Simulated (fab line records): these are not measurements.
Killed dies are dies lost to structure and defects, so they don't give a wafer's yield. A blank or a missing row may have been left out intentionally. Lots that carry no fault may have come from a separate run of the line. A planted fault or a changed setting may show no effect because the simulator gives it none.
Which tool is to blame?	flow sky130	24 lots with 72 wafers sampled at 6 steps, on a route of 708 steps

== WHAT THE GAUGES READ, wafer by wafer ==
The record lacks any reading of a measuring or inspecting step that a usual standard deviation could be used to judge.

== WHAT TOOL EACH LOT RAN ON (gives the tool, then ch and the chambers of the sampled wafers, and finally the start) ==
lot	SKY_LOCAL_INTERCONNECT_METAL_ETCH_14	SKY_CONTACT_CVD_00	SKY_CONTACT_CMP_04	SKY_METAL3_DESCUM_15	SKY_CAP2M_SPUTTER_02	SKY_VIA4_SPUTTER_17
L075	rieMetal-04 ch 0,1, day 30 06:08	pecvd-02 ch 0,1,2, day 30 06:47	cmp-01 ch 1,2,3, day 30 07:04	rieMetal-02 ch 0,1, day 38 07:50	pvdSputter-03, day 39 12:34	pvdSputter-04, day 42 15:24
L074	rieMetal-04 ch 0,1, day 30 08:05	pecvd-04 ch 0,1,2, day 30 08:43	cmp-02 ch 1,2,3, day 30 09:03	rieMetal-02 ch 0, day 38 10:37	pvdSputter-02, day 39 15:13	pvdSputter-03, day 42 18:20
L076	rieMetal-04 ch 0,1, day 30 19:19	pecvd-04 ch 0,1,2, day 30 19:58	cmp-02 ch 0,3, day 30 20:11	rieMetal-02 ch 0,1, day 38 19:56	pvdSputter-02, day 40 00:12	pvdSputter-01, day 43 03:09
L077	rieMetal-02 ch 0,1, day 31 01:17	pecvd-02 ch 0,1,2, day 31 01:55	cmp-01 ch 1,2, day 31 02:09	rieMetal-01 ch 0, day 39 01:41	pvdSputter-03, day 40 05:38	pvdSputter-03, day 43 07:28
L078	rieMetal-02 ch 0,1, day 31 16:17	pecvd-04 ch 0,1,2, day 31 16:55	cmp-01 ch 0,1,2, day 31 17:14	rieMetal-02 ch 0,1, day 39 18:59	pvdSputter-03, day 40 23:44	pvdSputter-04, day 44 01:03
L079	rieMetal-01 ch 0,1, day 32 00:10	pecvd-02 ch 1,2, day 32 00:49	cmp-02 ch 0,1, day 32 01:02	rieMetal-02 ch 0,1, day 39 22:19	pvdSputter-03, day 41 01:58	pvdSputter-04, day 44 02:17
L080	rieMetal-02 ch 0, day 32 04:56	pecvd-01 ch 0,2, day 32 05:37	cmp-01 ch 1,2,3, day 32 05:50	rieMetal-02 ch 0,1, day 40 02:48	pvdSputter-03, day 41 06:21	pvdSputter-03, day 44 05:38
L081	rieMetal-02 ch 0,1, day 32 14:22	pecvd-02 ch 0,1,2, day 32 15:05	cmp-01 ch 0,1,3, day 32 15:18	rieMetal-01 ch 0,1, day 40 13:18	pvdSputter-04, day 41 17:19	pvdSputter-01, day 44 16:53
L082	rieMetal-01 ch 0,1, day 32 18:41	pecvd-02 ch 0,2, day 32 19:20	cmp-02 ch 0,1,2, day 32 19:37	rieMetal-02 ch 0, day 40 17:27	pvdSputter-03, day 41 21:07	pvdSputter-01, day 44 21:29
L083	rieMetal-01 ch 1, day 33 05:15	pecvd-04 ch 0,2, day 33 05:57	cmp-02 ch 0,1,2, day 33 06:14	rieMetal-04 ch 0,1, day 41 03:28	pvdSputter-03, day 42 06:47	pvdSputter-01, day 45 05:17
L084	rieMetal-02 ch 0,1, day 33 16:42	pecvd-01 ch 0,1, day 33 17:19	cmp-02 ch 0,1, day 33 17:33	rieMetal-02 ch 0,1, day 41 13:04	pvdSputter-03, day 42 16:02	pvdSputter-01, day 45 15:18
L085	rieMetal-02 ch 0,1, day 34 00:29	pecvd-02 ch 0,1,2, day 34 01:07	cmp-02 ch 0,1,2, day 34 01:24	rieMetal-02 ch 0,1, day 41 21:38	pvdSputter-02, day 43 00:49	pvdSputter-03, day 45 22:53
L086	rieMetal-02 ch 0,1, day 34 03:03	pecvd-04 ch 0,2, day 34 03:41	cmp-01 ch 1,2, day 34 05:17	rieMetal-04 ch 0,1, day 42 00:13	pvdSputter-03, day 43 02:47	pvdSputter-04, day 46 02:23
L087	rieMetal-04 ch 0,1, day 34 13:53	pecvd-01 ch 0,1,2, day 34 14:32	cmp-01 ch 0,1, day 34 14:46	rieMetal-01 ch 0, day 42 06:15	pvdSputter-03, day 43 08:58	pvdSputter-03, day 46 05:48
L088	rieMetal-04 ch 1, day 34 20:58	pecvd-02 ch 1,2, day 34 21:41	cmp-02 ch 0,1,3, day 34 22:02	rieMetal-01 ch 0, day 42 13:25	pvdSputter-03, day 43 15:43	pvdSputter-01, day 46 12:13
L089	rieMetal-01 ch 0,1, day 34 21:23	pecvd-04 ch 0,1, day 34 22:07	cmp-01 ch 0,3, day 34 22:20	rieMetal-02 ch 0,1, day 42 15:25	pvdSputter-03, day 43 17:37	pvdSputter-01, day 46 13:50
L090	rieMetal-01 ch 0,1, day 35 09:26	pecvd-01 ch 0,2, day 35 10:07	cmp-01 ch 1,2, day 35 10:21	rieMetal-01 ch 0, day 43 00:32	pvdSputter-03, day 44 03:07	pvdSputter-04, day 46 21:26
L091	rieMetal-02 ch 0,1, day 35 15:32	pecvd-04 ch 0,1,2, day 35 16:11	cmp-01 ch 0,2,3, day 35 16:27	rieMetal-02 ch 0,1, day 43 06:02	pvdSputter-04, day 44 07:58	pvdSputter-01, day 47 01:43
L092	rieMetal-04 ch 1, day 35 18:39	pecvd-02 ch 0,1,2, day 35 19:23	cmp-02 ch 1,3, day 35 19:37	rieMetal-04 ch 0,1, day 43 08:37	pvdSputter-02, day 44 10:43	pvdSputter-04, day 47 04:54
L093	rieMetal-02 ch 0,1, day 35 22:51	pecvd-04 ch 0,1,2, day 35 23:35	cmp-01 ch 1,2, day 35 23:49	rieMetal-04 ch 0,1, day 43 13:40	pvdSputter-02, day 44 14:17	pvdSputter-04, day 47 07:56
L094	rieMetal-02 ch 1, day 36 22:11	pecvd-02 ch 0,1,2, day 36 22:53	cmp-01 ch 2,3, day 36 23:06	rieMetal-01 ch 0,1, day 44 09:27	pvdSputter-03, day 45 10:05	pvdSputter-03, day 48 00:07
L095	rieMetal-02 ch 0,1, day 37 08:56	pecvd-01 ch 0,1,2, day 37 09:35	cmp-01 ch 0,2,3, day 37 09:49	rieMetal-04 ch 0,1, day 44 21:18	pvdSputter-04, day 45 22:34	pvdSputter-01, day 48 12:37
L097	rieMetal-01 ch 1, day 37 17:14	pecvd-04 ch 1,2, day 37 17:52	cmp-02 ch 0,1,2, day 37 18:09	rieMetal-02 ch 0, day 45 02:07	pvdSputter-04, day 46 03:14	pvdSputter-01, day 48 17:05
L096	rieMetal-04 ch 0,1, day 38 02:50	pecvd-02 ch 0,1, day 38 03:28	cmp-01 ch 1,2, day 38 03:44	rieMetal-04 ch 0,1, day 45 10:28	pvdSputter-04, day 46 10:01	pvdSputter-01, day 48 22:35
- SKY_LOCAL_INTERCONNECT_METAL_ETCH_14: etches TiN in Cl2/BCl3, stops on PSG, target depth 110 nm, time 31.4 s.
- SKY_CONTACT_CVD_00: deposits Si3N4, target thk 75 nm.
- SKY_CONTACT_CMP_04: polishes SiO2.
- SKY_METAL3_DESCUM_15: chemistry O2, time 8 s.
- SKY_CAP2M_SPUTTER_02: material TiN, target thk 200 nm, time 166.7 s.
- SKY_VIA4_SPUTTER_17: material TiN, target thk 20 nm, time 80 s.

== WHAT THE TOOLS THEMSELVES READ (means of the sampled wafers that have a number; where no wafer has one, the mark that the record gives instead) ==
SKY_LOCAL_INTERCONNECT_METAL_ETCH_14.
lot	tool	biasW (W)	drypumpMotorCurrentA (A)	heBacksideLeakSccm (sccm)	oesProductAu (a.u.)	throttleValvePct (%)
L075	rieMetal-04	48.75	5.7	3.28	0.947	21.898
L074	rieMetal-04	48.59	5.7	3.22	0.945	21.909
L076	rieMetal-04	48.42	5.4	3.41	0.943	21.893
L077	rieMetal-02	48.44	5.7	3.13	0.948	21.885
L078	rieMetal-02	48.66	6.0	3.37	0.943	21.903
L079	rieMetal-01	48.48	5.6	3.44	0.942	21.898
L080	rieMetal-02	48.51	6.2	3.38	0.932	21.913
L081	rieMetal-02	48.54	5.7	3.19	0.942	21.903
L082	rieMetal-01	48.39	5.6	3.23	0.937	21.905
L083	rieMetal-01	48.55	5.7	3.62	0.937	21.902
L084	rieMetal-02	48.58	6.0	3.28	0.937	21.905
L085	rieMetal-02	48.54	5.7	3.19	0.950	21.896
L086	rieMetal-02	48.36	5.7	3.19	0.940	21.909
L087	rieMetal-04	48.40	5.4	3.36	0.948	21.898
L088	rieMetal-04	48.60	6.0	3.24	0.932	21.900
L089	rieMetal-01	48.57	5.6	3.44	0.944	21.896
L090	rieMetal-01	48.44	5.6	3.51	0.941	21.894
L091	rieMetal-02	48.57	5.7	3.19	0.939	21.904
L092	rieMetal-04	48.36	6.0	3.21	0.940	21.904
L093	rieMetal-02	48.34	6.0	3.22	0.935	21.897
L094	rieMetal-02	48.37	5.5	2.99	0.937	21.898
L095	rieMetal-02	48.59	6.0	3.31	0.947	21.901
L097	rieMetal-01	48.49	5.7	3.59	0.938	21.899
L096	rieMetal-04	48.47	5.4	3.34	0.942	21.895

SKY_CONTACT_CVD_00.
lot	tool	heaterPowerW (W)
L075	pecvd-02	667
L074	pecvd-04	704
L076	pecvd-04	706
L077	pecvd-02	669
L078	pecvd-04	734
L079	pecvd-02	618
L080	pecvd-01	768
L081	pecvd-02	684
L082	pecvd-02	655
L083	pecvd-04	668
L084	pecvd-01	731
L085	pecvd-02	665
L086	pecvd-04	795
L087	pecvd-01	713
L088	pecvd-02	658
L089	pecvd-04	677
L090	pecvd-01	730
L091	pecvd-04	734
L092	pecvd-02	652
L093	pecvd-04	729
L094	pecvd-02	613
L095	pecvd-01	732
L097	pecvd-04	845
L096	pecvd-02	628

SKY_CONTACT_CMP_04.
lot	tool	motorCurrentA (A)	retainingRingPressureFrac	timeToEndpointS (s)
L075	cmp-01	12.0	1.003	80
L074	cmp-02	11.8	1.000	82
L076	cmp-02	12.8	0.997	78
L077	cmp-01	12.6	1.000	81
L078	cmp-01	11.7	1.000	79
L079	cmp-02	13.0	0.999	80
L080	cmp-01	11.7	1.000	85
L081	cmp-01	11.0	1.003	80
L082	cmp-02	12.1	1.002	80
L083	cmp-02	12.1	0.998	82
L084	cmp-02	13.2	0.998	79
L085	cmp-02	12.5	0.996	76
L086	cmp-01	12.6	0.999	80
L087	cmp-01	11.4	1.001	80
L088	cmp-02	12.0	1.001	82
L089	cmp-01	10.9	0.998	76
L090	cmp-01	13.0	0.997	79
L091	cmp-01	11.4	0.996	79
L092	cmp-02	12.0	0.997	84
L093	cmp-01	12.3	1.004	80
L094	cmp-01	11.6	0.996	77
L095	cmp-01	11.4	1.002	82
L097	cmp-02	12.3	1.006	77
L096	cmp-01	12.9	1.002	83

SKY_METAL3_DESCUM_15.
lot	tool	drypumpMotorCurrentA (A)	heBacksideLeakSccm (sccm)	oesProductAu (a.u.)
L075	rieMetal-02	6.0	3.20	0.988
L074	rieMetal-02	6.2	3.34	0.980
L076	rieMetal-02	6.0	3.33	0.991
L077	rieMetal-01	5.4	3.33	0.999
L078	rieMetal-02	6.0	3.28	0.992
L079	rieMetal-02	6.0	3.23	0.986
L080	rieMetal-02	6.0	3.32	0.992
L081	rieMetal-01	5.6	3.34	1.003
L082	rieMetal-02	6.2	3.43	0.989
L083	rieMetal-04	5.4	3.50	1.000
L084	rieMetal-02	5.7	3.20	1.005
L085	rieMetal-02	5.7	3.16	1.003
L086	rieMetal-04	5.4	3.34	1.001
L087	rieMetal-01	5.5	3.65	1.003
L088	rieMetal-01	5.4	3.40	1.006
L089	rieMetal-02	5.7	3.22	0.993
L090	rieMetal-01	5.5	3.60	1.010
L091	rieMetal-02	6.0	3.34	1.000
L092	rieMetal-04	5.4	3.23	1.006
L093	rieMetal-04	5.7	3.30	1.013
L094	rieMetal-01	5.6	3.47	0.999
L095	rieMetal-04	5.7	3.23	1.001
L097	rieMetal-02	6.2	3.32	0.992
L096	rieMetal-04	5.7	3.21	0.992

SKY_CAP2M_SPUTTER_02.
lot	tool	throttleValvePct (%)
L075	pvdSputter-03	29.8
L074	pvdSputter-02	29.6
L076	pvdSputter-02	29.2
L077	pvdSputter-03	30.4
L078	pvdSputter-03	30.4
L079	pvdSputter-03	29.7
L080	pvdSputter-03	29.6
L081	pvdSputter-04	30.2
L082	pvdSputter-03	30.0
L083	pvdSputter-03	30.5
L084	pvdSputter-03	30.4
L085	pvdSputter-02	29.3
L086	pvdSputter-03	30.0
L087	pvdSputter-03	30.8
L088	pvdSputter-03	30.3
L089	pvdSputter-03	29.9
L090	pvdSputter-03	30.3
L091	pvdSputter-04	30.0
L092	pvdSputter-02	29.9
L093	pvdSputter-02	29.2
L094	pvdSputter-03	30.6
L095	pvdSputter-04	29.9
L097	pvdSputter-04	30.0
L096	pvdSputter-04	30.1

SKY_VIA4_SPUTTER_17.
lot	tool	throttleValvePct (%)
L075	pvdSputter-04	30.1
L074	pvdSputter-03	30.3
L076	pvdSputter-01	29.6
L077	pvdSputter-03	30.1
L078	pvdSputter-04	29.9
L079	pvdSputter-04	30.1
L080	pvdSputter-03	30.7
L081	pvdSputter-01	29.8
L082	pvdSputter-01	29.8
L083	pvdSputter-01	29.6
L084	pvdSputter-01	29.6
L085	pvdSputter-03	30.4
L086	pvdSputter-04	30.2
L087	pvdSputter-03	30.5
L088	pvdSputter-01	29.9
L089	pvdSputter-01	29.5
L090	pvdSputter-04	29.9
L091	pvdSputter-01	29.9
L092	pvdSputter-04	29.9
L093	pvdSputter-04	30.1
L094	pvdSputter-03	30.6
L095	pvdSputter-01	29.6
L097	pvdSputter-01	29.5
L096	pvdSputter-01	29.6

== THE ANSWER, worked out from the rows above alone ==
Rule: usual is defined by the lots themselves. The widest of any qualifying gaps counts: lots, ordered by their means at a reading, are off when they make up no more than a third of the lots, leave a main group of 4 or more, and stand apart from it by 3 or more times the standard deviation of that group's means. A main group is skipped when, at the precision printed for the reading in the tables above, its means are all equal. A lot without any number at a reading at which 4 lots or more have one is off too. All remaining lots with rows at the step are treated as sound. Order of review: gauges by route order, followed by the tools' own readings, for which a lot's mean as printed above is used. At the first step where some lot is off, the reading lying furthest off is the one used; lots without a number count as furthest.
None of the lots is off at any reading shown; this tells nothing.

== WHAT THE SIMULATOR HAD PUT IN ==
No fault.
